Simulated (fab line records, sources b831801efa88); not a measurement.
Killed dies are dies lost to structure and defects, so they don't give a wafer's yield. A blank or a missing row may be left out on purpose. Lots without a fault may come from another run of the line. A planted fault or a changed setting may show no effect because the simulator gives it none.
One fault seen from 2 desks | flow gf180mcu | each desk has only its own numbers; what lay behind them comes last

THE TOOL OWNER'S DESK: implanter-01
The tool's own readings at GF_MVSD_IMPLANT_08: means of the sampled wafers that have a number, for each lot that ran on this tool. A lot is out of limits, marked OUT, if its mean lies more than 4 standard deviations from the usual mean; the brackets give that distance.
Columns: A = dose_ions_cm2 at GF_MVSD_IMPLANT_08, usual 1.5999e+13; B = faraday_current_uA at GF_MVSD_IMPLANT_08, usual 90.1
lot  | first seen here | A                            | B
L355 | day 4 17:35     | 1.6014e+13                   | 90.3
L356 | day 4 21:23     | 1.5999e+13                   | 89.4
L357 | day 5 04:55     | 1.6016e+13                   | 89.6
L363 | day 6 16:28     | 1.5989e+13                   | 90.0
L367 | day 7 12:53     | 2.2520e+13 (+99 or more) OUT | 125.3 (+19) OUT
L368 | day 7 19:20     | 2.2520e+13 (+99 or more) OUT | 128.2 (+20) OUT
This desk's finding: out of limits on L367, L368; first on L367, day 7 12:53 (dose_ions_cm2 at GF_MVSD_IMPLANT_08). In limits: L355, L356, L357, L363.

THE METROLOGY DESK
What the gauges read, lot by lot, whatever tool the lot ran on: means of the sampled wafers that have a number. A lot is out of limits, marked OUT, if its mean lies more than 4 standard deviations from the usual mean; the brackets give that distance.
Columns: A = MVSD_TW at GF_MVSD_TW_MEAS_11, usual 1599; B = MVSD_RS at GF_VT_IMPLANT_RS_MEAS_46, usual 456.9 ohm/sq; C = HV_LDD_3_TW at GF_HV_LDD_TW_MEAS_38, usual 1440
lot  | first seen here | A              | B               | C
L355 | day 4 17:58     | 1593           | 456.9           | 1421
L356 | day 4 21:46     | 1588           | 458.1           | 1446
L357 | day 5 05:19     | 1599           | 456.8           | 1420
L358 | day 5 09:28     | 1601           | 456.2           | 1446
L361 | day 6 05:52     | 1592           | 457.7           | 1453
L363 | day 6 16:50     | 1604           | 458.0           | 1428
L367 | day 7 13:16     | 1758 (+21) OUT | 387.3 (-63) OUT | 1432
L368 | day 7 19:41     | 1762 (+22) OUT | 387.4 (-63) OUT | 1449
L370 | day 8 06:21     | 1597           | 457.2           | 1434
L371 | day 8 15:44     | 1602           | 456.9           | 1438
L374 | day 9 05:07     | 1598           | 457.0           | 1431
L375 | day 10 02:07    | 1602           | 455.3           | 1432
This desk's finding: out of limits on L367, L368; first on L367, day 7 13:16 (MVSD_TW at GF_MVSD_TW_MEAS_11). In limits: L355, L356, L357, L358, L361, L363, L370, L371, L374, L375.

PUT TOGETHER
The tool owner's desk could have raised an alarm at day 7 12:53, on L367, L368.
The metrology desk could have raised an alarm at day 7 13:16, on L367, L368.
Of the lots named, all ran GF_MVSD_IMPLANT_08 on implanter-01.

WHAT THE SIMULATOR HAD PUT IN
Process parameter drift: implanter-01, from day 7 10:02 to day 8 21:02, at GF_MVSD_IMPLANT_08. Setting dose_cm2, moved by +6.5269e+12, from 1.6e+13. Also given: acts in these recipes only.
Lots struck among those shown: L367, L368.
Hours from the fault's start to each desk's first reading out of limits: the tool owner's desk, 3; the metrology desk, 3.
